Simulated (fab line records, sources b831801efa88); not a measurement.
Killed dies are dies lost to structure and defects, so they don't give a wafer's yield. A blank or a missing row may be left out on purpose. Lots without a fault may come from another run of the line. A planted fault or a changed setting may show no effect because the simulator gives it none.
Which tool did it? | flow sky130 | 6 lots, 18 wafers sampled, at 1 step of a route of 708

WHAT THE GAUGES READ, wafer by wafer
SKY_LDD_P_CD_MEAS_07: target cd 380 nm.
lot  | measured     | on        | cd_nm (nm)
L921 | day 21 03:11 | cd_sem-02 | 387.1 382.9 384.7
L923 | day 21 23:15 | cd_sem-02 | 377.3 378.7 377.7
L926 | day 23 02:19 | cd_sem-01 | 384.1 381.6 381.6
L929 | day 23 09:34 | cd_sem-01 | 380.7 381.9 381.4
L931 | day 24 15:00 | cd_sem-02 | 379.3 380.3 381.3
L939 | day 26 23:54 | cd_sem-01 | 386.7 385.1 389.2

WHICH TOOL RAN EACH LOT (tool, then ch and the chambers of the sampled wafers, then the start)
The record holds no process step before these readings.

THE ANSWER, worked out from the rows above alone
Rule: what is usual is taken from the lots themselves. Put in order of their means at a reading, lots are off if they are a third of the lots or fewer, leave a main group of 4 or more, and stand apart from it by a gap of 3 or more times the standard deviation of the main group's means; of several such gaps the widest counts. A main group whose means are all the same, to the digits that the tables above print for the reading, isn't used. A lot without any number at a reading at which 4 lots or more have one is off too. The other lots that the step has rows for count as sound.
No lot is off at any reading shown: from this, nothing can be told.

WHAT THE SIMULATOR HAD PUT IN
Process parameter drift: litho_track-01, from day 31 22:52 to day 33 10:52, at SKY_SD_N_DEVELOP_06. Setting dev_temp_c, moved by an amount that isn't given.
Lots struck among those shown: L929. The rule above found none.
